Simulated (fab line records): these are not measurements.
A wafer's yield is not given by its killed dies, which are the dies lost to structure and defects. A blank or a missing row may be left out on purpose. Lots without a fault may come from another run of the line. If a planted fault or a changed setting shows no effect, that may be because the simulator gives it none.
One fault seen from 2 desks | flow sky130 | each desk holds nothing but its own numbers, with what lay behind them at the end

## THE METROLOGY DESK
Means of the sampled wafers that have a number, per lot and without regard to the tool the lot ran on: this is what the gauges read. Marked OUT: a lot whose mean sits more than 4 standard deviations from the usual mean, which makes it out of limits; the brackets give that distance.
Columns: A = cd_nm at SKY_POLY_GATE_CD_MEAS_13, usual 149.7 nm; B = LDD_LDN_OVL at SKY_LDD_LDN_OVL_MEAS_07, usual -1.1 nm; C = SPACER_CVD_00_THK at SKY_SPACER_THK_MEAS_01, usual 43.1 nm
lot  | first seen here | A     | B    | C
L284 | day 15 23:01    | 151.0 | -1.4 | 43.7
L285 | day 16 14:10    | 149.1 | 0.2  | 42.5
L286 | day 17 00:23    | 148.1 | -2.4 | 43.2
L291 | day 19 05:29    | 149.0 | -1.6 | 43.7
L292 | day 19 07:46    | 152.7 | -1.0 | 38.4 (-11) OUT
L293 | day 20 12:49    | 152.2 | -0.5 | 38.1 (-11) OUT
L302 | day 23 10:55    | 149.3 | 0.2  | 43.1
L303 | day 23 11:35    | 149.7 | -0.7 | 43.2
L304 | day 23 18:22    | 148.5 | -2.6 | 42.5
L306 | day 24 13:02    | 150.5 | -1.8 | 43.2
L307 | day 24 21:07    | 152.4 | 0.2  | 43.3
This desk finds L292, L293 out of limits, with the earliest case on L292 at day 25 20:26 (SPACER_CVD_00_THK at SKY_SPACER_THK_MEAS_01). Within limits: L284, L285, L286, L291, L302, L303, L304, L306, L307.

## THE TOOL OWNER'S DESK: lpcvd-02
The tool's own readings at SKY_SPACER_CVD_00 (deposits Si3N4 from DCS/NH3, target thk 43.1 nm, time 740 s): means of the sampled wafers that have a number, for each lot that ran on this tool. Marked OUT: a lot whose mean sits more than 4 standard deviations from the usual mean, which makes it out of limits; the brackets give that distance.
Columns: A = spike_tc_upper_C at SKY_SPACER_CVD_00, usual 769.5 C
lot  | first seen here | A
L284 | day 22 11:17    | 767.3
L285 | day 23 04:00    | 768.5
L286 | day 23 17:26    | 770.6
L291 | day 25 16:43    | 769.8
L292 | day 25 19:13    | 768.8
L293 | day 26 20:14    | 768.2
L302 | day 29 08:50    | 769.5
L303 | day 29 11:05    | 770.9
L304 | day 29 18:14    | 769.6
L306 | day 30 09:46    | 770.0
L307 | day 30 18:46    | 770.0
Result from this desk: across the 11 lots, nothing is out of limits.

## PUT TOGETHER
At day 25 20:26 the metrology desk could have sounded an alarm, on L292, L293.
The tool owner's desk saw nothing out of limits.
The tool owner's desk has L292, L293 on record, within its limits.
Of the lots named, all ran SKY_SPACER_CVD_00 on lpcvd-02.

## WHAT HAD BEEN PUT IN BY THE SIMULATOR
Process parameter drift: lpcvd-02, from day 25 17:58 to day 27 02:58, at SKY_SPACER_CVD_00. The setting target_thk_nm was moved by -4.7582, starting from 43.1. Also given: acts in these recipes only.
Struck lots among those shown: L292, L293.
Delay in hours, fault start to first out-of-limits reading, per desk: metrology desk 2.
